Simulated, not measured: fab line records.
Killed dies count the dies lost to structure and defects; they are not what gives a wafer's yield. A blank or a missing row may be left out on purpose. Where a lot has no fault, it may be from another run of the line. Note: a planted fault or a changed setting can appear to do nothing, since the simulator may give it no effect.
One fault seen from 2 desks -- flow sky130 -- numbers are kept per desk, each desk with only its own; the story behind them comes last

## DESK OF THE TOOL OWNER: implanter-04
The tool's own readings at SKY_VT_ADJUST_LVTN_IMPLANT_08, given as means over the sampled wafers that have a number, one for each lot that went through this tool. A lot is out of limits, marked OUT, if its mean lies more than 4 standard deviations from the usual mean; the brackets give that distance.
Columns: A = dose_ions_cm2 at SKY_VT_ADJUST_LVTN_IMPLANT_08, usual 1.5704e+12; B = faraday_current_uA at SKY_VT_ADJUST_LVTN_IMPLANT_08, usual 8.87
lot,first seen here,A,B
L444,day 7 09:31,1.5694e+12,8.77
L447,day 8 09:43,1.5729e+12,8.76
L448,day 8 14:49,1.5708e+12,8.82
L450,day 9 02:53,1.5721e+12,9.00
L451,day 9 07:04,1.5720e+12,8.73
L452,day 9 14:52,2.0625e+12 (+99 or more) OUT,11.37 (+15) OUT
L453,day 9 20:58,2.0639e+12 (+99 or more) OUT,11.60 (+16) OUT
L463,day 12 22:11,1.5705e+12,8.83
L464,day 13 02:49,1.5711e+12,8.98
L465,day 13 10:21,1.5705e+12,8.90
This desk's verdict: out of limits on L452, L453, starting with L452 at day 9 14:52 (dose_ions_cm2 at SKY_VT_ADJUST_LVTN_IMPLANT_08). L444, L447, L448, L450, L451, L463, L464, L465 stayed within limits.

## FROM THE METROLOGY DESK
What the gauges read, lot by lot, whatever tool the lot ran on: means of the sampled wafers that have a number. A lot is out of limits, marked OUT, if its mean lies more than 4 standard deviations from the usual mean; the brackets give that distance.
Columns: A = FIELD_ISO_CVD_24_THK at SKY_FIELD_ISO_THK_MEAS_25, usual 594 nm; B = VT_ADJUST_LVTN_TW at SKY_VT_ADJUST_LVTN_TW_MEAS_10, usual 240.6
lot,first seen here,A,B
L443,day 2 14:06,587,239.4
L444,day 2 17:12,596,239.7
L447,day 3 11:08,591,242.2
L448,day 3 15:31,598,240.5
L450,day 4 00:19,595,240.6
L451,day 4 05:56,592,241.0
L452,day 4 11:43,598,261.2 (+17) OUT
L453,day 4 16:08,593,259.3 (+16) OUT
L462,day 6 17:43,592,240.5
L463,day 6 21:53,595,240.3
L464,day 7 05:57,594,243.3
L465,day 7 07:39,595,238.9
Per this desk, out of limits: L452, L453; the first was L452, day 9 15:07 (VT_ADJUST_LVTN_TW at SKY_VT_ADJUST_LVTN_TW_MEAS_10). L443, L444, L447, L448, L450, L451, L462, L463, L464, L465 stayed within limits.

## ALL TOGETHER
The tool owner's desk had the chance to raise an alarm at day 9 14:52 on L452, L453.
On L452, L453, the metrology desk was in a position to raise an alarm at day 9 15:07.
SKY_VT_ADJUST_LVTN_IMPLANT_08 was run on implanter-04 by each of the lots named.

## WHAT THE SIMULATOR PUT IN
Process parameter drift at SKY_VT_ADJUST_LVTN_IMPLANT_08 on implanter-04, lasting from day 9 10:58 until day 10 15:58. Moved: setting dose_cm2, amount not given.
Struck lots among those shown: L452, L453.
Hours from the fault's start to each desk's first reading out of limits: the tool owner's desk, 4; the metrology desk, 4.
